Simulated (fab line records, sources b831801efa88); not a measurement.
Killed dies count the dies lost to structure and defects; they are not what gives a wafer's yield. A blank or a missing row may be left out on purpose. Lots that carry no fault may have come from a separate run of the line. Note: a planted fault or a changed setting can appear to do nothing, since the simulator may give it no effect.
fab line records | flow sky130
record: lots: 12 | wafers: 34 | lastDay: 49
route steps=708 shown NWELL@34 VIA3@582 PAD_OPEN@708
lots untouched by any fault: they come from a run of this same line in which no faults occurred
startH: hours from the record's first day to the start of the lot's first wafer shown | waitH: hours elapsed since this lot's preceding step | " identical to the entry in the row above | L1.1+2: a single row standing in for several wafers | - no value, or no start given | * or withheld: withheld | < > ~ a bound
route shown NAME@n: NAME is a module with steps in the file, n the number in the route of the first one | usual: the fault-free wafers' mean and standard deviation | same: alike in all rows | chamber/n: place in a boat | sites: readings site by site | _std_site: their standard deviation | _edge_site: the outer-site mean with the inner-site mean subtracted | radiusMm: how far each site lies from the wafer's centre | mask NAME#n: copy n | behind: tool/chamber where the wafer was last shaped | hold: the reason the lot was held/the length of the hold in hours/how it ended | device: which transistor (n, p or np) failed to switch | end of line: tests of these same wafers at the route's end | step lacking rows: just its recipe | killed: dies lost to structure and defects at the first sort, not the wafer's yield | map: dies across one wafer; x = killed, . = not, _ = none there
set.NAME: setting as actually run; set.NAME@STEP: the setting as run at that earlier step | model.NAME: the simulator's own value behind a step, which no gauge read
a sample of lots followed through the steps of the route, with each step as a table and each wafer as a row
services: when a tool's chamber went out of use (startH, in hours from the record's first day, below 0 if earlier), for how many hours, and the reason
== steps ==
step: SKY_NWELL_THK_MEAS_02
recipe: reads: SiO2_of_NWELL_OXIDATION_01
usual: NWELL_OXIDATION_THK: 10.17/0.15
lot.wafer | tool         | chamber | startH | waitH | NWELL_OXIDATION_THK[nm]
L916.1    | filmMetro-02 | -       | 38.44  | 0.0   | 10.13
L916.4    | "            | -       | "      | "     | 10.33
L916.6    | "            | -       | "      | "     | 10.08
L918.1    | filmMetro-02 | -       | 46.52  | 0.0   | 10.11
L918.3    | "            | -       | "      | "     | 10.00
L918.6    | "            | -       | "      | "     | 10.19
L919.1    | filmMetro-02 | -       | 50.37  | 0.0   | 10.18
L919.3    | "            | -       | "      | "     | 10.17
L919.5    | "            | -       | "      | "     | 10.12
L920.2    | filmMetro-02 | -       | 56.48  | 0.0   | 10.35
L920.3    | "            | -       | "      | "     | 10.28
L920.4    | "            | -       | "      | "     | 10.33
L921.2    | filmMetro-02 | -       | 62.13  | 0.0   | 10.13
L921.3    | "            | -       | "      | "     | 10.30
L921.6    | "            | -       | "      | "     | 10.13
L922.1    | filmMetro-02 | -       | 68.99  | 0.0   | 10.19
L922.2    | "            | -       | "      | "     | 10.18
L922.5    | "            | -       | "      | "     | 10.22
L923.3    | filmMetro-01 | -       | 71.41  | 0.0   | 10.33
L923.4    | "            | -       | "      | "     | 10.22
L923.5    | "            | -       | "      | "     | 10.36
L925.2    | filmMetro-02 | -       | 82.25  | 0.0   | 10.31
L925.4    | "            | -       | "      | "     | 10.40
L925.6    | "            | -       | "      | "     | 10.34
L926.2    | filmMetro-02 | -       | 88.29  | 0.0   | 9.95
L926.3    | "            | -       | "      | "     | 10.01
L926.5    | "            | -       | "      | "     | 9.88
L928.2    | filmMetro-01 | -       | 98.04  | 0.0   | 10.34
L928.3    | "            | -       | "      | "     | 10.35
L928.6    | "            | -       | "      | "     | 10.38
L929.1    | filmMetro-01 | -       | 107.07 | 0.0   | 10.21
L929.3    | "            | -       | "      | "     | 10.04
L930.1    | filmMetro-01 | -       | 109.87 | 0.0   | 10.19
L930.2    | "            | -       | "      | "     | 10.13
step: SKY_NWELL_STRIP_25
recipe: chemistry: O2/N2 | powerW: 1400 | pressureMtorr: 1500 | platenTempC: withheld | o2FlowSccm: 3000 | n2FlowSccm: 300 | overashFraction: 0.5
usual: drypumpMotorCurrentA: 6.13/0.26 | oesProductAu: 0.722/0.0047 | stripTimeToEndpointS: 36.88/0.11
lot.wafer | tool           | chamber | startH | waitH | drypumpMotorCurrentA | oesProductAu | rfHoursCounterH | stripTimeToEndpointS
L916.1    | plasmaAsher-02 | 0       | 104.95 | 0.1   | 5.76                 | 0.726        | 40              | 36.97
L916.4    | "              | 0       | "      | "     | 5.76                 | 0.725        | -               | 36.90
L916.6    | "              | 1       | "      | "     | 6.53                 | 0.715        | -               | 36.84
L918.1    | plasmaAsher-03 | 1       | 114.33 | 0.1   | 6.18                 | 0.718        | 42              | 36.91
L918.3    | "              | 1       | "      | "     | 6.15                 | 0.721        | -               | 36.99
L918.6    | "              | 0       | "      | "     | 5.96                 | 0.718        | -               | 37.01
L919.1    | plasmaAsher-02 | 0       | 118.85 | 0.1   | 5.79                 | 0.723        | 42              | 36.92
L919.3    | "              | 0       | "      | "     | 5.77                 | 0.725        | -               | 36.90
L919.5    | "              | 0       | "      | "     | 5.78                 | 0.728        | -               | 36.69
L920.2    | plasmaAsher-04 | 0       | 127.20 | 0.1   | 6.35                 | 0.712        | 1               | 36.99
L920.3    | "              | 1       | "      | "     | 6.25                 | 0.726        | -               | 36.95
L920.4    | "              | 0       | "      | "     | 6.33                 | 0.717        | -               | 37.06
L921.2    | plasmaAsher-03 | 0       | 132.30 | 0.1   | 5.97                 | 0.720        | 44              | 36.98
L921.3    | "              | 0       | "      | "     | 5.97                 | 0.719        | -               | 36.90
L921.6    | "              | 1       | "      | "     | 6.16                 | 0.720        | -               | 36.98
L922.1    | plasmaAsher-02 | 0       | 141.20 | 0.1   | 5.78                 | 0.723        | 44              | 36.79
L922.2    | "              | 1       | "      | "     | 6.50                 | 0.731        | 44              | 36.83
L922.5    | "              | 1       | "      | "     | 6.49                 | 0.722        | -               | 36.79
L923.3    | plasmaAsher-03 | 0       | 145.13 | 0.1   | 5.95                 | 0.710        | -               | 36.85
L923.4    | "              | 1       | "      | "     | 6.18                 | 0.720        | -               | 36.81
L923.5    | "              | 0       | "      | "     | 5.94                 | 0.727        | -               | 36.83
L925.2    | plasmaAsher-03 | 1       | 157.50 | 0.1   | 6.14                 | 0.723        | 46              | 37.01
L925.4    | "              | 0       | "      | "     | 5.96                 | 0.714        | -               | 36.93
L925.6    | "              | 0       | "      | "     | 5.96                 | 0.719        | -               | 36.91
L926.2    | plasmaAsher-03 | 0       | 164.73 | 0.1   | 5.96                 | 0.722        | 47              | 36.98
L926.3    | "              | 1       | "      | "     | 6.16                 | 0.724        | -               | 36.96
L926.5    | "              | 1       | "      | "     | 6.14                 | 0.722        | -               | 37.04
L928.2    | plasmaAsher-02 | 0       | 176.48 | 0.1   | 5.76                 | 0.721        | 47              | 36.90
L928.3    | "              | 0       | "      | "     | 5.76                 | 0.722        | -               | 36.96
L928.6    | "              | 0       | "      | "     | 5.77                 | 0.724        | -               | 36.93
L929.1    | plasmaAsher-02 | 0       | 186.58 | 0.1   | 5.77                 | 0.722        | 48              | 37.19
L929.3    | "              | 0       | "      | "     | 5.77                 | 0.724        | -               | 36.98
L930.1    | plasmaAsher-02 | 0       | 189.03 | 0.1   | 5.75                 | 0.735        | 49              | 36.87
L930.2    | "              | 1       | "      | "     | 6.55                 | 0.718        | 49              | 36.77
step: SKY_VIA3_EXPOSE_09
recipe: maskId: VIM3 | na: 0.8 | sourceShape: annular | sigmaInner: 0.55 | sigmaOuter: 0.85 | targetCdNm: 200 | doseMj: 38
usual: stageVelMmS: 499.99/0.26
lot.wafer | tool          | chamber | startH  | waitH | mask   | stageVelMmS
L916.1    | krfScanner-01 | 0       | 914.26  | -     | VIM3#0 | 500.27
L916.4    | "             | 0       | "       | "     | VIM3#0 | 500.05
L916.6    | "             | 0       | "       | "     | VIM3#0 | 500.04
L918.1    | krfScanner-02 | 0       | 923.17  | -     | VIM3#0 | 500.13
L918.3    | "             | 0       | "       | "     | VIM3#0 | 499.99
L918.6    | "             | 0       | "       | "     | VIM3#0 | 500.18
L919.1    | krfScanner-02 | 0       | 927.25  | -     | VIM3#0 | 499.86
L919.3    | "             | 0       | "       | "     | VIM3#0 | 499.97
L919.5    | "             | 0       | "       | "     | VIM3#0 | 499.82
L920.2    | krfScanner-01 | 0       | 940.24  | -     | VIM3#0 | 499.65
L920.3    | "             | 0       | "       | "     | VIM3#0 | 499.93
L920.4    | "             | 0       | "       | "     | VIM3#0 | 500.08
L921.2    | krfScanner-01 | 0       | 949.16  | -     | VIM3#0 | 499.81
L921.3    | "             | 0       | "       | "     | VIM3#0 | 499.56
L921.6    | "             | 0       | "       | "     | VIM3#0 | 499.98
L922.1    | krfScanner-02 | 0       | 958.62  | -     | VIM3#0 | 500.05
L922.2    | "             | 0       | "       | "     | VIM3#0 | 500.37
L922.5    | "             | 0       | "       | "     | VIM3#0 | 500.27
L923.3    | krfScanner-01 | 0       | 965.17  | -     | VIM3#0 | 499.47
L923.4    | "             | 0       | "       | "     | VIM3#0 | 499.93
L923.5    | "             | 0       | "       | "     | VIM3#0 | 500.07
L925.2    | krfScanner-02 | 0       | 982.96  | -     | VIM3#0 | 499.64
L925.4    | "             | 0       | "       | "     | VIM3#0 | 499.84
L925.6    | "             | 0       | "       | "     | VIM3#0 | 499.85
L926.2    | krfScanner-01 | 0       | 987.49  | -     | VIM3#0 | 500.16
L926.3    | "             | 0       | "       | "     | VIM3#0 | 500.13
L926.5    | "             | 0       | "       | "     | VIM3#0 | 500.06
L928.2    | krfScanner-01 | 0       | 1000.51 | -     | VIM3#0 | 499.98
L928.3    | "             | 0       | "       | "     | VIM3#0 | 500.09
L928.6    | "             | 0       | "       | "     | VIM3#0 | 500.15
L929.1    | krfScanner-01 | 0       | 1017.76 | -     | VIM3#0 | 499.86
L929.3    | "             | 0       | "       | "     | VIM3#0 | 499.87
L930.1    | krfScanner-01 | 0       | 1029.00 | -     | VIM3#0 | 499.39
L930.2    | "             | 0       | "       | "     | VIM3#0 | 499.80
step: SKY_VIA3_CD_MEAS_12
recipe: targetCdNm: 200
usual: cdNm: 200.1/1.7
lot.wafer | tool     | chamber | startH  | waitH | cdNm
L916.1    | cdSem-02 | -       | 925.11  | -     | 200.6
L916.4    | "        | -       | "       | "     | 200.9
L916.6    | "        | -       | "       | "     | 200.8
L918.1    | cdSem-02 | -       | 935.76  | -     | 203.7
L918.3    | "        | -       | "       | "     | 204.6
L918.6    | "        | -       | "       | "     | 203.0
L919.1    | cdSem-01 | -       | 939.50  | -     | 201.2
L919.3    | "        | -       | "       | "     | 200.0
L919.5    | "        | -       | "       | "     | 200.6
L920.2    | cdSem-02 | -       | 951.66  | -     | 199.3
L920.3    | "        | -       | "       | "     | 197.7
L920.4    | "        | -       | "       | "     | 199.3
L921.2    | cdSem-01 | -       | 962.11  | -     | 199.7
L921.3    | "        | -       | "       | "     | 200.4
L921.6    | "        | -       | "       | "     | 200.8
L922.1    | cdSem-02 | -       | 970.55  | -     | 197.9
L922.2    | "        | -       | "       | "     | 200.0
L922.5    | "        | -       | "       | "     | 199.6
L923.3    | cdSem-02 | -       | 976.89  | -     | 199.9
L923.4    | "        | -       | "       | "     | 199.7
L923.5    | "        | -       | "       | "     | 198.4
L925.2    | cdSem-02 | -       | 994.78  | -     | 199.3
L925.4    | "        | -       | "       | "     | 199.1
L925.6    | "        | -       | "       | "     | 199.8
L926.2    | cdSem-01 | -       | 998.46  | -     | 199.3
L926.3    | "        | -       | "       | "     | 196.9
L926.5    | "        | -       | "       | "     | 196.9
L928.2    | cdSem-01 | -       | 1011.62 | -     | 201.6
L928.3    | "        | -       | "       | "     | 201.0
L928.6    | "        | -       | "       | "     | 201.8
L929.1    | cdSem-01 | -       | 1029.71 | -     | 197.7
L929.3    | "        | -       | "       | "     | 167.1
L930.1    | cdSem-02 | -       | 1040.05 | -     | 201.9
L930.2    | "        | -       | "       | "     | 171.2
step: SKY_PAD_OPEN_PROBE_99
usual: defectLimitedYield: 82.7/1.8 | killed_at_M0_to_M3: 44/6.8 | killed_at_M4_up: 3.2/1.7 | killedAtContacts: 24/4.9 | killedAtFrontEnd: 14/4.1 | killedAtOther: 0.2/0.51 | killedDies: 85/8.7 | killedOnRim: 16/4 | killedOpen: 46/6.8 | killedShort: 39/6.1 | sort_bin_3_pad_short: 0.9/0.43 | sort_bin_5_function: 10.1/1.4 | sort_bin_6_memory: 6.3/1.1 | sortNPass: 407/8.7 | sortYieldPct: 82.7/1.8
same: grossDies: 492 | killedAtBackSide: 0 | sort_bin_4_leakage[%]: 0 | sort_bin_8_speed[%]: 0
lot.wafer | tool      | chamber | startH  | waitH | defectLimitedYield[%] | killed_at_M0_to_M3 | killed_at_M4_up | killedAtContacts | killedAtFrontEnd | killedAtOther | killedDies | killedOnRim | killedOpen | killedShort | sort_bin_3_pad_short[%] | sort_bin_5_function[%] | sort_bin_6_memory[%] | sortNPass | sortYieldPct[%]
L916.1    | prober-02 | -       | 1075.81 | 0.1   | 83.7                  | 41                 | 3               | 24               | 12               | 0             | 80         | 12          | 45         | 35          | 0.6                     | 11.2                   | 4.5                  | 412       | 83.7
L916.4    | prober-02 | -       | 1075.96 | 0.2   | 82.1                  | 47                 | 4               | 30               | 7                | 0             | 88         | 19          | 48         | 40          | 1.0                     | 10.8                   | 6.1                  | 404       | 82.1
L916.6    | prober-02 | -       | 1076.06 | 0.2   | 83.5                  | 41                 | 3               | 26               | 11               | 0             | 81         | 20          | 46         | 35          | 0.8                     | 11.0                   | 4.7                  | 411       | 83.5
L921.2    | prober-01 | -       | 1104.54 | 0.1   | 80.1                  | 62                 | 4               | 23               | 8                | 1             | 98         | 27          | 60         | 38          | 0.6                     | 10.8                   | 8.5                  | 394       | 80.1
L921.3    | prober-01 | -       | 1104.59 | 0.2   | 82.1                  | 51                 | 1               | 26               | 9                | 1             | 88         | 19          | 50         | 38          | 1.2                     | 9.8                    | 6.9                  | 404       | 82.1
L921.6    | prober-01 | -       | 1104.74 | 0.2   | 84.1                  | 43                 | 3               | 19               | 13               | 0             | 78         | 14          | 36         | 42          | 1.0                     | 8.5                    | 6.3                  | 414       | 84.1
L925.2    | prober-01 | -       | 1131.59 | 0.1   | 83.3                  | 39                 | 3               | 27               | 13               | 0             | 82         | 11          | 43         | 39          | 0.8                     | 9.3                    | 6.5                  | 410       | 83.3
L925.4    | prober-01 | -       | 1131.69 | 0.2   | 87.4                  | 29                 | 2               | 19               | 12               | 0             | 62         | 10          | 38         | 24          | 0.6                     | 7.7                    | 4.3                  | 430       | 87.4
L925.6    | prober-01 | -       | 1131.79 | 0.2   | 85.0                  | 39                 | 3               | 23               | 9                | 0             | 74         | 15          | 38         | 36          | 0.4                     | 9.6                    | 5.1                  | 418       | 85.0
L928.2    | prober-02 | -       | 1144.71 | 0.1   | 80.7                  | 51                 | 6               | 28               | 9                | 1             | 95         | 12          | 54         | 41          | 1.2                     | 11.2                   | 6.9                  | 397       | 80.7
L929.1    | prober-01 | -       | 1160.15 | 0.1   | 84.6                  | 37                 | 2               | 27               | 10               | 0             | 76         | 11          | 47         | 29          | 0.6                     | 7.7                    | 7.1                  | 416       | 84.6
L929.3    | prober-01 | -       | 1160.25 | 0.2   | 69.7                  | 107                | 4               | 26               | 11               | 1             | 149        | 62          | 36         | 39          | 1.4                     | 23.8                   | 5.1                  | 343       | 69.7
L930.1    | prober-02 | -       | 1168.22 | 0.1   | 78.9                  | 49                 | 5               | 27               | 23               | 0             | 104        | 21          | 53         | 51          | 1.8                     | 12.4                   | 6.9                  | 388       | 78.9
L930.2    | prober-02 | -       | 1168.27 | 0.1   | 67.5                  | 113                | 4               | 30               | 13               | 0             | 160        | 55          | 46         | 49          | 1.2                     | 24.0                   | 7.3                  | 332       | 67.5
killed by level:class
L916.1 CONTACT:geometricParticle:open=11 VIA1:geometricParticle:open=10 VIA1:geometricParticle:short=7 VIA3:geometricParticle:open=6 POLY_GATE:geometricParticle:open=5 LOCAL_INTERCONNECT:geometricParticle:short=4 CONTACT:geometricParticle:short=4 METAL2:geometricParticle:short=4
L916.4 VIA1:geometricParticle:open=10 VIA2:geometricParticle:open=9 LI_CONTACT:geometricParticle:open=8 CONTACT:geometricParticle:open=7 METAL2:geometricParticle:short=6 LI_CONTACT:geometricParticle:short=5 CONTACT:geometricParticle:short=5 VIA3:geometricParticle:short=5
L916.6 CONTACT:geometricParticle:open=13 VIA1:geometricParticle:open=12 VIA3:geometricParticle:open=8 VIA2:geometricParticle:short=7 POLY_GATE:geometricParticle:open=6 LOCAL_INTERCONNECT:geometricParticle:short=6 LI_CONTACT:geometricParticle:open=5 VIA1:geometricParticle:short=4
L921.2 VIA1:geometricParticle:open=14 VIA3:geometricParticle:open=11 LI_CONTACT:geometricParticle:open=9 VIA2:geometricParticle:open=9 METAL1:geometricParticle:short=8 CONTACT:geometricParticle:open=7 VIA3:geometricParticle:short=5 FIELD_ISO:geometricParticle:short=3
L921.3 VIA1:geometricParticle:open=16 CONTACT:geometricParticle:open=10 METAL1:geometricParticle:short=7 CONTACT:geometricParticle:short=6 METAL2:geometricParticle:short=6 VIA3:geometricParticle:open=6 LI_CONTACT:geometricParticle:short=5 VIA2:geometricParticle:short=4
L921.6 METAL1:geometricParticle:short=6 VIA3:geometricParticle:short=5 LI_CONTACT:geometricParticle:short=5 LI_CONTACT:geometricParticle:open=5 CONTACT:geometricParticle:open=5 VIA1:geometricParticle:short=5 VIA3:geometricParticle:open=5 METAL2:geometricParticle:short=5
L925.2 CONTACT:geometricParticle:open=10 VIA2:geometricParticle:open=8 VIA1:geometricParticle:open=6 FIELD_ISO:geometricParticle:open=5 VIA3:geometricParticle:open=5 LOCAL_INTERCONNECT:geometricParticle:short=5 CONTACT:geometricParticle:short=5 LI_CONTACT:geometricParticle:open=4
L925.4 VIA3:geometricParticle:open=8 METAL2:geometricParticle:short=6 LI_CONTACT:geometricParticle:open=5 CONTACT:geometricParticle:open=5 VIA2:geometricParticle:open=4 POLY_GATE:geometricParticle:open=3 LI_CONTACT:geometricParticle:short=3 VIA1:geometricParticle:open=3
L925.6 VIA1:geometricParticle:open=11 CONTACT:geometricParticle:open=9 METAL2:geometricParticle:short=6 LI_CONTACT:geometricParticle:open=5 VIA1:geometricParticle:short=5 POLY_GATE:geometricParticle:open=4 LI_CONTACT:geometricParticle:short=4 CONTACT:geometricParticle:short=4
L928.2 VIA1:geometricParticle:open=19 LI_CONTACT:geometricParticle:open=8 CONTACT:geometricParticle:open=8 METAL1:geometricParticle:short=6 VIA2:geometricParticle:open=6 METAL2:geometricParticle:short=5 LOCAL_INTERCONNECT:geometricParticle:short=4 CONTACT:geometricParticle:short=4
L929.1 VIA1:geometricParticle:open=13 LI_CONTACT:geometricParticle:open=8 CONTACT:geometricParticle:open=8 CONTACT:geometricParticle:short=6 POLY_GATE:geometricParticle:open=5 METAL2:geometricParticle:short=5 VIA2:geometricParticle:open=4 METAL3:geometricParticle:short=3
L929.3 VIA3:areaExpose=74 CONTACT:geometricParticle:open=10 CONTACT:geometricParticle:short=6 LI_CONTACT:geometricParticle:open=5 VIA1:geometricParticle:open=5 VIA2:geometricParticle:short=5 VIA2:geometricParticle:open=5 VIA1:geometricParticle:short=4
L930.1 CONTACT:geometricParticle:open=12 VIA1:geometricParticle:open=10 FIELD_ISO:geometricParticle:short=9 VIA3:geometricParticle:open=7 FIELD_ISO:geometricParticle:open=6 METAL2:geometricParticle:short=6 VIA1:geometricParticle:short=6 METAL3:geometricParticle:short=6
L930.2 VIA3:areaExpose=65 METAL1:geometricParticle:short=11 LI_CONTACT:geometricParticle:open=9 CONTACT:geometricParticle:open=9 VIA1:geometricParticle:open=9 METAL2:geometricParticle:short=9 CONTACT:geometricParticle:short=6 FIELD_ISO:geometricParticle:open=4
== services ==
tool          | chamber | startH | hours | kind
krfScanner-01 | -       | 90.40  | 1.3   | pm
krfScanner-01 | -       | 147.80 | 0.8   | pm
krfScanner-01 | -       | 151.24 | 1.0   | pm
krfScanner-01 | -       | 156.12 | 0.3   | repair
krfScanner-01 | -       | 173.71 | 0.7   | repair
krfScanner-01 | -       | 267.41 | 1.3   | pm
krfScanner-01 | -       | 316.60 | 0.8   | pm
krfScanner-01 | -       | 320.24 | 1.0   | pm
krfScanner-01 | -       | 409.82 | 1.3   | repair
krfScanner-01 | -       | 416.17 | 4.0   | pm
krfScanner-01 | -       | 442.20 | 1.3   | pm
krfScanner-01 | -       | 467.10 | 3.6   | pm
krfScanner-01 | -       | 485.40 | 0.8   | pm
krfScanner-01 | -       | 489.24 | 1.0   | pm
krfScanner-01 | -       | 525.38 | 1.0   | repair
krfScanner-01 | -       | 618.10 | 1.3   | pm
krfScanner-01 | -       | 629.42 | 5.7   | repair
krfScanner-01 | -       | 653.56 | 2.1   | repair
krfScanner-01 | -       | 655.69 | 0.8   | pm
krfScanner-01 | -       | 658.24 | 1.0   | pm
krfScanner-01 | -       | 679.26 | 0.6   | repair
krfScanner-01 | -       | 722.79 | 0.2   | repair
krfScanner-01 | -       | 794.00 | 1.3   | pm
krfScanner-01 | -       | 823.00 | 0.8   | pm
== key ==
firstSign: step: SKY_VIA3_CD_MEAS_12 | reading: cdNm | direction: down | sigmas: 18 | usual: 200.1 | struck: 169.2
effect: step: SKY_PAD_OPEN_PROBE_99 | reading: killed_at_M0_to_M3 | direction: up | sigmas: 9.8 | usual: 44 | struck: 110
moreKillsBornAt: SKY_VIA3_EXPOSE_09@krfScanner-01: 139
metAt SKY_VIA3_EXPOSE_09
struckLots L929,L930
struckWafers L929.3,L930.2
notActingAt SKY_NWELL_THK_MEAS_02,SKY_NWELL_STRIP_25
onsetBetween 1000.51 1017.76
fault: kind: processParameterDrift | tool: krfScanner-01 | chamber: - | onsetH: 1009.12 | steps: SKY_VIA3_EXPOSE_09 | channel: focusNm | offset: 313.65 | shape: step | endH: 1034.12 | scope: struckWafersOnly
